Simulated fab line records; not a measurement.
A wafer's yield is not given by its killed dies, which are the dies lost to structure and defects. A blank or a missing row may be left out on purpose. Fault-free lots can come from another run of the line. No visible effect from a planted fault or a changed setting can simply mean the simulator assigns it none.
fab line records    flow sfq_line
[record] lots = 5  wafers = 15  last_day = 75
route steps=325 shown M1@62 I1@73
lots that met no fault: from a run of the same line without faults
start_h: start of the lot's first displayed wafer, in hours after the record's first day    wait_h: time in hours since the lot's previous step    " repeats the value in the row above    L1.1+2: a row that stands for several wafers    - no value, or no start given    * or withheld: withheld    < > ~ a bound
route shown NAME@n: names a module that has steps shown in the file, with the first one's number in the route    usual: mean and standard deviation over wafers with no fault    same: alike in all rows    chamber/n: place in a boat    sites: each site's reading    _std_site: the values' standard deviation    _edge_site: inner sites' mean taken away from outer sites' mean    radius_mm: for every site, how far away it sits from the centre of the wafer    mask NAME#n: copy n    behind: tool/chamber where the wafer was last shaped    hold: the reason the lot was held/the length of the hold in hours/how it ended    device: which transistor (n, p or np) failed to switch    end of line: at the end of the route, the tests of the same wafers    a step given without rows: its recipe and nothing more    killed: dies lost to structure and defects at the first sort, not the wafer's yield    map: a wafer's dies, x killed, . not, _ none there
set.NAME: the setting the step ran with; set.NAME@STEP: the setting that earlier step ran with    model.NAME: the simulator's own value behind a step, which no gauge read
a table for each step, a row for each wafer; lots at some steps of the route
services: the hour from which a tool's chamber was out of use, counted from the record's first day as start_h (under 0 if before that day), plus the number of hours and why
[[steps]]
[step SFQ_TRILAYER_M1_LITHO_COAT_044]
[recipe] resist = BARC  spin_rpm = 3000  resist_thk_nm = 62
[step SFQ_TRILAYER_M1_LITHO_COAT_039]
[recipe] resist = KrF  spin_rpm = 3000  resist_thk_nm = 600
[step SFQ_TRILAYER_M1_LITHO_SOFTBAKE_043]
[recipe] temp_c = withheld  time_s = withheld  resist = KrF
[step SFQ_TRILAYER_M1_LITHO_EXPOSE_040]
[recipe] mask_id = M1  na = 0.6  source_shape = conventional  sigma_outer = 0.65  target_cd_nm = 500  dose_mj = 14.4
[step SFQ_TRILAYER_M1_LITHO_PEB_042]
[recipe] peb_temp_c = 115  peb_time_s = 60  resist = KrF
[step SFQ_TRILAYER_M1_LITHO_DEVELOP_041]
[recipe] time_s = 60  resist = KrF
[step SFQ_M1_OVL_MEAS_911]
[usual] M1_OVL = 2/5.1
lot.wafer  tool        chamber  start_h  wait_h  M1_OVL[nm]
L924.1     overlay-01  -        299.88   0.1     -1
L924.2     "           -        "        "       2
L924.3     "           -        "        "       4
L926.2     overlay-02  -        315.58   0.1     1
L926.4     "           -        "        "       -1
L926.5     "           -        "        "       0
L932.2     overlay-02  -        364.78   0.1     3
L932.4     "           -        "        "       2
L932.5     "           -        "        "       2
L943.2     overlay-02  -        460.41   0.1     5
L943.4     "           -        "        "       0
L943.5     "           -        "        "       1
L946.4     overlay-02  -        497.62   0.1     -2
L946.5     "           -        "        "       3
L946.6     "           -        "        "       -4
[step SFQ_TRILAYER_M1_BARC_OPEN_METAL_ETCH_054]
[recipe] mask_material = PR  chemistry = O2  target_depth_nm = 125  target = BARC  icp_w = 600  bias_w = 80  pressure_mtorr = 10  time_s = 41.7
[usual] drypump_motor_current_A = 5.9/0.34  oes_product_au = 0.685/0.0047
[same] time_s = 41.7
lot.wafer  tool          chamber  start_h  wait_h  drypump_motor_current_A  oes_product_au  rf_hours_counter_h
L924.1     rie_metal-03  0        299.92   0.0     5.8                      0.677           90
L924.2     "             1        "        "       5.9                      0.678           135
L924.3     "             1        "        "       5.9                      0.687           -
L926.2     rie_metal-03  0        315.61   0.0     5.8                      0.690           93
L926.4     "             1        "        "       6.0                      0.691           -
L926.5     "             1        "        "       6.0                      0.679           -
L932.2     rie_metal-04  0        364.81   0.0     6.4                      0.687           2
L932.4     "             0        "        "       6.4                      0.674           -
L932.5     "             0        "        "       6.4                      0.688           -
L943.2     rie_metal-04  0        460.44   0.0     6.4                      0.690           20
L943.4     "             0        "        "       6.4                      0.691           -
L943.5     "             1        "        "       5.4                      0.677           -
L946.4     rie_metal-04  1        497.66   0.0     5.4                      0.687           -
L946.5     "             1        "        "       5.4                      0.684           -
L946.6     "             0        "        "       6.4                      0.680           -
[step SFQ_TRILAYER_M1_ETCH_METAL_ETCH_042]
[recipe] target = Nb  stop_on = SiO2  mask_material = PR  chemistry = Cl2/Ar  target_depth_nm = 240  icp_w = 600  bias_w = 80  pressure_mtorr = 10  time_s = 120
[usual] drypump_motor_current_A = 5.9/0.34  oes_product_au = 0.896/0.007
[same] time_s = 120
lot.wafer  tool          chamber  start_h  wait_h  drypump_motor_current_A  oes_product_au  rf_hours_counter_h
L924.1     rie_metal-03  0        299.98   0.0     5.8                      0.881           90
L924.2     "             1        "        "       6.0                      0.887           135
L924.3     "             1        "        "       6.0                      0.887           -
L926.2     rie_metal-03  0        315.67   0.0     5.9                      0.894           94
L926.4     "             1        "        "       5.9                      0.895           -
L926.5     "             1        "        "       6.0                      0.894           -
L932.2     rie_metal-04  0        364.87   0.0     6.3                      0.888           2
L932.4     "             0        "        "       6.4                      0.892           -
L932.5     "             0        "        "       6.4                      0.894           -
L943.2     rie_metal-04  0        460.50   0.0     6.4                      0.889           20
L943.4     "             0        "        "       6.4                      0.875           -
L943.5     "             1        "        "       5.4                      0.890           -
L946.4     rie_metal-04  1        497.74   0.1     5.4                      0.909           -
L946.5     "             1        "        "       5.4                      0.901           -
L946.6     "             0        "        "       6.4                      0.908           -
[step SFQ_TRILAYER_M1_STRIP_STRIP_043]
[recipe] gas = O2  power_w = 200  platen_temp_c = 40  overash_fraction = 0.65  chemistry = O2  pressure_mtorr = 50
[usual] drypump_motor_current_A = 5.9/0.35  oes_product_au = 1.001/0.0065
lot.wafer  tool          chamber  start_h  wait_h  drypump_motor_current_A  oes_product_au  rf_hours_counter_h
L924.1     rie_metal-03  0        300.10   0.1     5.8                      1.005           90
L924.2     "             1        "        "       5.9                      1.005           135
L924.3     "             1        "        "       5.9                      1.011           -
L926.2     rie_metal-03  0        315.79   0.1     5.9                      0.992           94
L926.4     "             1        "        "       5.9                      1.004           -
L926.5     "             1        "        "       6.0                      0.998           -
L932.2     rie_metal-04  0        364.99   0.1     6.4                      0.996           2
L932.4     "             0        "        "       6.4                      0.999           -
L932.5     "             0        "        "       6.4                      1.006           -
L943.2     rie_metal-04  0        460.63   0.1     6.4                      1.004           20
L943.4     "             0        "        "       6.4                      1.004           -
L943.5     "             1        "        "       5.4                      0.990           -
L946.4     rie_metal-04  1        498.03   0.2     5.4                      0.995           -
L946.5     "             1        "        "       5.4                      0.991           -
L946.6     "             0        "        "       6.4                      1.001           -
[step SFQ_TRILAYER_M1_STRIP_SOLV_CLEAN_044]
[recipe] chemistry = NMP  temp_c = 70  time_s = 600
[step SFQ_TRILAYER_I1_DEP_PECVD_045]
[recipe] material = SiO2  temp_c = 150  time_s = 111.11  pressure_torr = 2.4  rf_w = 183.3  precursor = SiH4/N2O  target_thk_nm = 500
[usual] heater_power_w = 83/16  throttle_valve_pct = 25.1/0.9
[same] time_s = 111.11
lot.wafer  tool      chamber  start_h  wait_h  heater_power_w  since_wet_clean_h  throttle_valve_pct
L924.1     pecvd-02  0        300.88   0.0     86              1215               25.2
L924.2     "         1        "        "       70              1215               24.6
L924.3     "         2        "        "       119             1215               26.1
L926.2     pecvd-02  1        316.74   0.0     78              1231               25.1
L926.4     "         0        "        "       90              -                  24.8
L926.5     "         2        "        "       106             -                  26.2
L932.2     pecvd-02  0        365.77   0.0     90              1280               25.1
L932.4     "         1        "        "       81              -                  25.1
L932.5     "         0        "        "       75              -                  25.1
L943.2     pecvd-04  0        461.42   0.0     82              623                25.7
L943.4     "         2        "        "       64              -                  22.9
L943.5     "         0        "        "       83              -                  26.0
L946.4     pecvd-01  2        498.66   0.0     72              -                  25.3
L946.5     "         1        "        "       78              -                  24.5
L946.6     "         0        "        "       75              -                  26.3
[step SFQ_TRILAYER_I1_CMP_CMP_046]
[recipe] material = SiO2  down_force_psi = 3  platen_rpm = 60  pad_velocity_m_s = 0.94248
[usual] motor_current_A = 10.5/0.95  platen_rpm = 60.00/0.042  time_to_endpoint_s = 218/7.7
lot.wafer  tool    chamber  start_h  wait_h  motor_current_A  platen_rpm  time_to_endpoint_s
L924.3     cmp-02  1        306.27   5.4     10.2             60.02       214
L924.2     "       2        "        "       10.5             60.06       212
L924.1     "       3        "        "       9.0              60.00       215
L926.4     cmp-01  0        316.82   0.0     10.6             59.92       218
L926.2     "       1        "        "       9.4              60.04       212
L926.5     "       1        319.32   2.5     10.6             59.98       217
L932.4     cmp-01  1        367.82   2.0     9.9              65.95       200
L932.2     "       3        368.82   3.0     12.7             60.02       214
L932.5     "       0        "        "       10.6             59.96       227
L943.2     cmp-02  1        463.18   1.7     10.1             60.00       220
L943.4     "       3        464.18   2.7     9.3              59.99       224
L943.5     "       1        465.18   3.7     10.7             60.01       221
L946.4     cmp-02  3        499.70   1.0     9.2              59.94       217
L946.5     "       1        500.70   2.0     11.0             59.95       219
L946.6     "       2        "        "       10.3             59.95       236
[step SFQ_I1_BOW_MEAS_912]
[recipe] mode = bow
[usual] I1_BOW = 0/7
lot.wafer  tool           chamber  start_h  wait_h  I1_BOW[um]
L924.1     film_metro-04  -        308.77   1.0     8
L924.2     "              -        "        "       -3
L924.3     "              -        "        "       0
L926.2     film_metro-04  -        319.84   2.0     0
L926.4     "              -        "        "       2
L926.5     "              -        "        "       -8
L932.2     film_metro-04  -        370.34   1.0     -3
L932.4     "              -        "        "       2
L932.5     "              -        "        "       -8
L943.2     film_metro-01  -        465.70   2.0     0
L943.4     "              -        "        "       -5
L943.5     "              -        "        "       5
L946.4     film_metro-03  -        501.76   1.6     -10
L946.5     "              -        "        "       6
L946.6     "              -        "        "       -3
[[services]]
tool          chamber  start_h  hours  kind
cmp-02        -        280.67   1.0    repair
pecvd-01      -        288.50   4.3    pm
pecvd-01      0        297.40   19.5   repair
cmp-01        -        307.64   1.4    repair
pecvd-01      -        321.06   0.8    repair
rie_metal-04  0        323.20   -      clean
rie_metal-04  0        323.20   28.7   scheduled_down
rie_metal-04  0        323.20   28.7   vent_cycle
cmp-01        -        325.27   2.7    repair
rie_metal-03  1        354.09   18.4   repair
pecvd-01      -        377.25   5.5    pm
pecvd-01      -        382.71   2.8    pm
cmp-01        -        407.80   0.9    repair
cmp-01        -        409.39   4.0    pm
cmp-01        -        413.39   -      consumable_replace:conditioner
cmp-01        -        413.39   -      consumable_replace:pad
rie_metal-04  -        422.13   2.8    pm
cmp-02        -        442.35   0.5    repair
cmp-02        -        481.88   7.0    pm
rie_metal-03  -        483.34   2.8    pm
pecvd-02      -        489.62   6.0    pm
[[key]]
[first_sign] step = SFQ_TRILAYER_I1_CMP_CMP_046  reading = platen_rpm  direction = up  sigmas = 99+  usual = 60.00  struck = 65.95
effect none on later readings
met_at SFQ_TRILAYER_I1_CMP_CMP_046
struck_wafers L932.4
onset_between 316.82 367.82
[fault] kind = process_parameter_drift  tool = cmp-01  chamber = 1  onset_h = 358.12  steps = SFQ_TRILAYER_I1_CMP_CMP_046  channel = platen_rpm  offset = 6  shape = step  end_h = 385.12  acts_in = these_recipes_only  stated = 60
